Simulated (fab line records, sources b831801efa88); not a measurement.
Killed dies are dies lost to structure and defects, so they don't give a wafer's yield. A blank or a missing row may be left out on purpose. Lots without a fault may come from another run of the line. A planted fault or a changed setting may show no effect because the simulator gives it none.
fab line records | flow sky130
record lots=6 wafers=18 last_day=50
route steps=708 shown RES_PROTECT@214 POLY_GATE@217 PAD_OPEN@708
lots that met no fault: from a run of the same line without faults
start_h: hours from the record's first day to the start of the lot's first wafer shown | wait_h: hours since the lot's step before | " the same as in the row above | L1.1+2: a row that stands for several wafers | - no value, or no start given | * or withheld: withheld | < > ~ a bound
route shown NAME@n: a module of which the file shows steps, and the number in the route of the first | usual: mean/standard deviation of fault-free wafers | same: alike in all rows | chamber/n: place in a boat | sites: the reading at each site | _std_site: their standard deviation | _edge_site: outer sites' mean less inner sites' | radius_mm: how far each site lies from the wafer's centre | mask NAME#n: copy n | behind: the tool/chamber that last shaped the wafer | hold: why the lot was held/for how many hours/how that ended | device: the transistor (n, p or np) that didn't switch | end of line: the same wafers' tests at the end of the route | a step without rows: its recipe alone | killed: dies lost to structure and defects at the first sort, not the wafer's yield | map: a wafer's dies, x killed, . not, _ none there
set.NAME: the setting as run; set.NAME@STEP: as run at that earlier step | model.NAME: the simulator's own value behind a step, which no gauge read
lots at some steps of the route; a table a step, a row a wafer
services: from which hour (start_h, from the record's first day; less than 0 if before it) a tool's chamber was out of use, for how many hours, and why
## steps
# step SKY_RES_PROTECT_STRIP_07
# recipe chemistry=O2/N2 power_w=1400 pressure_mtorr=1500 platen_temp_c=withheld o2_flow_sccm=3000 n2_flow_sccm=300 overash_fraction=0.5
# usual drypump_motor_current_A=5.58/0.21 oes_product_au=0.517/0.0046 strip_time_to_endpoint_s=23.31/0.051
# columns lot.wafer tool chamber start_h wait_h drypump_motor_current_A oes_product_au rf_hours_counter_h strip_time_to_endpoint_s
L156.1 plasma_asher-01 0 384.38 0.1 5.81 0.515 27 23.37
L156.3 " 1 " " 5.52 0.513 - 23.30
L156.6 " 0 " " 5.82 0.512 - 23.32
L157.2 plasma_asher-02 1 394.24 0.1 5.45 0.514 58 23.31
L157.3 " 1 " " 5.43 0.524 - 23.32
L157.6 " 0 " " 5.69 0.530 - 23.36
L165.1 plasma_asher-01 1 460.51 0.1 5.52 0.517 35 23.33
L165.4 " 0 " " 5.81 0.519 - 23.29
L165.5 " 0 " " 5.81 0.510 - 23.30
L164.3 plasma_asher-04 1 461.14 0.1 5.73 0.507 - 23.29
L164.5 " 1 " " 5.75 0.523 - 23.33
L164.6 " 0 " " 5.11 0.515 - 23.30
L173.2 plasma_asher-01 0 528.04 0.1 5.82 0.514 43 23.15
L173.4 " 0 " " 5.83 0.514 - 23.19
L173.5 " 0 " " 5.84 0.512 - 23.19
L174.3 plasma_asher-04 1 533.37 0.1 5.72 0.517 - 23.28
L174.5 " 1 " " 5.71 0.516 - 23.28
L174.6 " 0 " " 5.12 0.517 - 23.29
# step SKY_RES_PROTECT_TW_MEAS_08
# usual POLY_GATE_TW=4048/68
# columns lot.wafer tool chamber start_h wait_h POLY_GATE_TW
L156.1 film_metro-01 - 384.48 0.1 4093
L156.3 " - " " 4127
L156.6 " - " " 4088
L157.2 film_metro-04 - 394.35 0.1 3959
L157.3 " - " " 3951
L157.6 " - " " 3953
L165.1 film_metro-03 - 460.61 0.1 4065
L165.4 " - " " 4053
L165.5 " - " " 4072
L164.3 film_metro-03 - 461.23 0.1 4057
L164.5 " - " " 4065
L164.6 " - " " 4065
L173.2 film_metro-01 - 528.15 0.1 4119
L173.4 " - " " 4114
L173.5 " - " " 4123
L174.3 film_metro-04 - 533.45 0.1 3976
L174.5 " - " " 3999
L174.6 " - " " 3989
# step SKY_RES_PROTECT_CLEAN_09
# recipe chemistry=SC1/SC2 mix=1:4:20 temp_c=70 time_s=150 dry=n2_spin
# step SKY_POLY_GATE_CVD_03
# recipe material=Si3N4 precursor=DCS/NH3 target_thk_nm=75 temp_c=770 time_s=1290 pressure_mtorr=250
# step SKY_POLY_GATE_THK_MEAS_04
# recipe reads=Si3N4_of_POLY_GATE_CVD_03
# usual POLY_GATE_CVD_03_THK=74.9/0.75
# columns lot.wafer tool chamber start_h wait_h POLY_GATE_CVD_03_THK[nm]
L156.1 film_metro-01 - 391.44 0.0 74.7
L156.3 " - " " 74.8
L156.6 " - " " 75.4
L157.2 film_metro-04 - 400.66 0.0 75.2
L157.3 " - " " 74.9
L157.6 " - " " 75.2
L165.1 film_metro-02 - 462.08 0.0 75.0
L165.4 " - " " 75.0
L165.5 " - " " 75.8
L164.3 film_metro-04 - 463.46 0.0 74.2
L164.5 " - " " 74.0
L164.6 " - " " 74.7
L173.2 film_metro-01 - 529.61 0.0 74.0
L173.4 " - " " 74.7
L173.5 " - " " 74.4
L174.3 film_metro-04 - 534.92 0.0 74.2
L174.5 " - " " 74.3
L174.6 " - " " 74.1
# step SKY_POLY_GATE_DEHYDRATE_05
# recipe temp_c=200 time_s=60
# step SKY_POLY_GATE_HMDS_06
# recipe prime_time_s=60 prime_temp_c=120
# step SKY_POLY_GATE_COAT_07
# recipe resist=BARC temp_c=withheld time_s=withheld spin_rpm=3000 resist_thk_nm=110
# step SKY_POLY_GATE_COAT_08
# recipe resist=KrF-thick spin_rpm=3000 resist_thk_nm=450
# step SKY_POLY_GATE_SOFTBAKE_09
# recipe temp_c=100 time_s=90 resist=KrF-thick
# step SKY_POLY_GATE_EXPOSE_10
# recipe mask_id=P1M na=0.68 source_shape=conventional sigma_outer=0.6 target_cd_nm=150 dose_mj=28
# step SKY_POLY_GATE_PEB_11
# recipe peb_temp_c=withheld peb_time_s=withheld resist=KrF-thick
# step SKY_POLY_GATE_DEVELOP_12
# recipe develop_time_s=60 resist=KrF-thick dev_temp_c=21
# usual developer_temp_C=21.03/0.1
# same develop_time_s=60
# columns lot.wafer tool chamber start_h wait_h developer_temp_C
L156.1 litho_track-04 0 420 - 21.04
L156.3 " 0 " " 21.13
L156.6 " 0 " " 21.15
L157.2 litho_track-03 0 430 - 21.03
L157.3 " 0 " " 21.07
L157.6 " 0 " " 21.25
L165.1 litho_track-03 0 491 - 18.81
L165.4 " 0 492 - 19.02
L165.5 " 0 " " 18.77
L164.3 litho_track-03 0 493 - 18.95
L164.5 " 0 " " 18.91
L164.6 " 0 " " 19.00
L173.2 litho_track-01 0 559 - 21.01
L173.4 " 0 " " 21.17
L173.5 " 0 " " 20.97
L174.3 litho_track-04 0 564 - 21.09
L174.5 " 0 " " 20.88
L174.6 " 0 " " 21.05
# step SKY_POLY_GATE_CD_MEAS_13
# recipe target_cd_nm=150
# usual cd_nm=150.1/1.5
# columns lot.wafer tool chamber start_h wait_h cd_nm
L156.1 cd_sem-02 - 420.81 - 151.0
L156.3 " - " " 151.3
L156.6 " - " " 150.8
L157.2 cd_sem-02 - 430.25 - 151.8
L157.3 " - " " 151.4
L157.6 " - " " 150.2
L165.1 cd_sem-01 - 492.08 - 150.8
L165.4 " - " " 149.9
L165.5 " - " " 150.0
L164.3 cd_sem-02 - 493.17 - 150.2
L164.5 " - " " 150.9
L164.6 " - " " 150.5
L173.2 cd_sem-02 - 559.26 - 148.2
L173.4 " - " " 148.6
L173.5 " - " " 147.8
L174.3 cd_sem-01 - 564.75 - 148.8
L174.5 " - " " 149.8
L174.6 " - " " 149.6
# step SKY_PAD_OPEN_PROBE_99
# usual killed_at_M0_to_M3=44/6.9 killed_at_M4_up=3.3/1.8 killed_at_contacts=24/5 killed_at_front_end=16/4.6 killed_at_other=0.2/0.42 killed_dies=88/9.2 killed_open=48/7.3 killed_short=40/6.5
# same gross_dies=492 killed_at_back_side=0
# columns lot.wafer tool chamber start_h wait_h killed_at_M0_to_M3 killed_at_M4_up killed_at_contacts killed_at_front_end killed_at_other killed_dies killed_open killed_short
L156.1 prober-01 - 1111.10 0.1 50 2 32 16 1 101 50 51
L156.3 prober-01 - 1111.20 0.2 46 4 23 13 0 86 41 45
L156.6 prober-01 - 1111.35 0.2 44 4 20 14 0 82 46 36
L157.2 prober-01 - 1120.66 0.1 35 3 25 7 0 70 37 33
L157.3 prober-01 - 1120.71 0.2 45 2 16 14 1 78 37 41
L157.6 prober-01 - 1120.86 0.2 39 2 17 18 0 76 46 30
L164.3 prober-02 - 1157.37 0.2 50 4 26 9 0 89 54 35
L164.5 prober-02 - 1157.47 0.2 43 4 23 14 0 84 45 39
L164.6 prober-02 - 1157.52 0.2 44 3 32 21 0 100 56 44
L165.1 prober-01 - 1158.77 0.1 44 4 20 21 0 89 48 39
L165.4 prober-01 - 1158.92 0.2 37 2 24 19 1 83 47 36
L165.5 prober-01 - 1158.97 0.2 48 2 22 23 0 95 44 50
L173.2 prober-01 - 1195.88 0.1 49 4 23 16 0 92 46 46
L173.4 prober-01 - 1195.98 0.2 41 3 26 17 1 88 55 32
L173.5 prober-01 - 1196.03 0.2 52 1 22 12 0 87 41 46
L174.3 prober-02 - 1198.24 0.2 44 0 25 10 0 79 50 29
L174.5 prober-02 - 1198.34 0.2 37 2 29 12 0 80 45 35
L174.6 prober-02 - 1198.39 0.2 56 4 24 10 1 95 49 46
# killed by level:class
L156.1 LI_CONTACT:geometric_particle:open=13 VIA1:geometric_particle:open=10 CONTACT:geometric_particle:open=7 VIA2:geometric_particle:open=7 POLY_GATE:geometric_particle:short=6 CONTACT:geometric_particle:short=6 METAL1:geometric_particle:short=6 VIA3:geometric_particle:short=6
L156.3 VIA1:geometric_particle:open=9 VIA2:geometric_particle:open=8 VIA3:geometric_particle:open=8 CONTACT:geometric_particle:short=7 LI_CONTACT:geometric_particle:open=6 LI_CONTACT:geometric_particle:short=5 VIA3:geometric_particle:short=5 POLY_GATE:geometric_particle:short=4
L156.6 VIA1:geometric_particle:open=11 VIA2:geometric_particle:open=6 LI_CONTACT:geometric_particle:open=6 METAL2:geometric_particle:short=6 VIA3:geometric_particle:open=6 METAL1:geometric_particle:short=5 CONTACT:geometric_particle:open=5 CONTACT:geometric_particle:short=4
L157.2 VIA2:geometric_particle:open=11 CONTACT:geometric_particle:open=8 VIA1:geometric_particle:open=6 CONTACT:geometric_particle:short=5 FIELD_ISO:geometric_particle:short=4 LI_CONTACT:geometric_particle:open=4 LI_CONTACT:geometric_particle:short=4 LOCAL_INTERCONNECT:geometric_particle:short=4
L157.3 VIA1:geometric_particle:open=8 METAL2:geometric_particle:short=7 CONTACT:geometric_particle:open=6 VIA2:geometric_particle:open=6 CONTACT:geometric_particle:short=5 VIA3:geometric_particle:open=5 VIA2:geometric_particle:short=4 METAL1:geometric_particle:short=4
L157.6 VIA3:geometric_particle:open=9 VIA1:geometric_particle:open=8 LI_CONTACT:geometric_particle:open=5 METAL2:geometric_particle:short=5 FIELD_ISO:geometric_particle:short=4 FIELD_ISO:geometric_particle:open=4 POLY_GATE:geometric_particle:open=4 CONTACT:geometric_particle:open=4
L164.3 CONTACT:geometric_particle:open=12 VIA1:geometric_particle:open=11 VIA3:geometric_particle:open=9 VIA2:geometric_particle:open=6 CONTACT:geometric_particle:short=6 METAL3:geometric_particle:short=5 FIELD_ISO:geometric_particle:short=4 METAL1:geometric_particle:short=4
L164.5 VIA3:geometric_particle:open=9 LI_CONTACT:geometric_particle:open=8 CONTACT:geometric_particle:open=7 CONTACT:geometric_particle:short=6 METAL3:geometric_particle:short=6 VIA1:geometric_particle:open=6 POLY_GATE:geometric_particle:short=5 VIA1:geometric_particle:short=5
L164.6 CONTACT:geometric_particle:open=12 LI_CONTACT:geometric_particle:open=11 VIA1:geometric_particle:open=10 METAL2:geometric_particle:short=8 VIA2:geometric_particle:open=7 FIELD_ISO:geometric_particle:short=6 POLY_GATE:geometric_particle:short=6 VIA3:geometric_particle:open=6
L165.1 CONTACT:geometric_particle:open=10 VIA3:geometric_particle:open=8 VIA1:geometric_particle:open=7 FIELD_ISO:geometric_particle:open=6 VIA2:geometric_particle:open=6 FIELD_ISO:geometric_particle:short=5 LI_CONTACT:geometric_particle:open=5 METAL2:geometric_particle:short=5
L165.4 VIA1:geometric_particle:open=14 CONTACT:geometric_particle:open=9 LI_CONTACT:geometric_particle:open=7 FIELD_ISO:geometric_particle:short=6 POLY_GATE:geometric_particle:open=4 POLY_GATE:geometric_particle:short=4 LOCAL_INTERCONNECT:geometric_particle:short=4 METAL2:geometric_particle:short=4
L165.5 METAL2:geometric_particle:short=11 VIA3:geometric_particle:open=10 FIELD_ISO:geometric_particle:open=9 CONTACT:geometric_particle:open=8 METAL1:geometric_particle:short=6 FIELD_ISO:geometric_particle:short=5 LI_CONTACT:geometric_particle:open=5 CONTACT:geometric_particle:short=5
L173.2 VIA1:geometric_particle:open=8 CONTACT:geometric_particle:open=8 METAL1:geometric_particle:short=8 METAL2:geometric_particle:short=8 POLY_GATE:geometric_particle:open=6 VIA2:geometric_particle:open=6 POLY_GATE:geometric_particle:short=5 VIA3:geometric_particle:open=5
L173.4 LI_CONTACT:geometric_particle:open=12 VIA1:geometric_particle:open=9 VIA2:geometric_particle:open=9 CONTACT:geometric_particle:open=8 LI_CONTACT:geometric_particle:short=4 VIA1:geometric_particle:short=4 METAL2:geometric_particle:short=4 VIA3:geometric_particle:open=4
L173.5 METAL2:geometric_particle:short=11 VIA1:geometric_particle:open=7 METAL3:geometric_particle:short=7 VIA3:geometric_particle:open=6 LI_CONTACT:geometric_particle:open=6 CONTACT:geometric_particle:open=6 VIA2:geometric_particle:open=5 CONTACT:geometric_particle:short=5
L174.3 CONTACT:geometric_particle:open=14 VIA1:geometric_particle:open=13 METAL2:geometric_particle:short=8 VIA3:geometric_particle:open=6 METAL1:geometric_particle:short=5 VIA2:geometric_particle:open=5 CONTACT:geometric_particle:short=4 LOCAL_INTERCONNECT:geometric_particle:short=3
L174.5 CONTACT:geometric_particle:open=14 VIA1:geometric_particle:open=9 LOCAL_INTERCONNECT:geometric_particle:short=7 FIELD_ISO:geometric_particle:short=5 VIA2:geometric_particle:open=5 VIA1:geometric_particle:short=5 CONTACT:geometric_particle:short=4 METAL2:geometric_particle:open=4
L174.6 VIA1:geometric_particle:open=11 CONTACT:geometric_particle:open=10 METAL2:geometric_particle:short=10 METAL1:geometric_particle:short=8 VIA3:geometric_particle:short=7 VIA3:geometric_particle:open=7 POLY_GATE:geometric_particle:open=5 LI_CONTACT:geometric_particle:open=4
## services
# columns tool chamber start_h hours kind
plasma_asher-01 - 363.88 1.3 repair
litho_track-04 - 420.81 - consumable_replace:filter
plasma_asher-04 - 466.99 4.4 repair
plasma_asher-02 - 513.27 4.5 repair
## key
first_sign step=SKY_POLY_GATE_DEVELOP_12 reading=developer_temp_C direction=down sigmas=21 usual=* struck=*
effect none on later readings
met_at SKY_POLY_GATE_DEVELOP_12
struck_wafers L164.3,L164.5,L164.6,L165.1,L165.4,L165.5
tester_left_out L164,L165
onset_between 430 491
fault kind=process_parameter_drift tool=litho_track-03 chamber=- onset_h=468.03 steps=SKY_POLY_GATE_DEVELOP_12 channel=dev_temp_c offset=* shape=step end_h=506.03 acts_in=* stated=*
# tester_left_out: of these lots the tester's yield and bins aren't shown, on N5 and GAA mostly nor the transistor test; their killed dies are dies lost to structure and defects alone, not to doping, threshold or leakage, so they don't give the yield
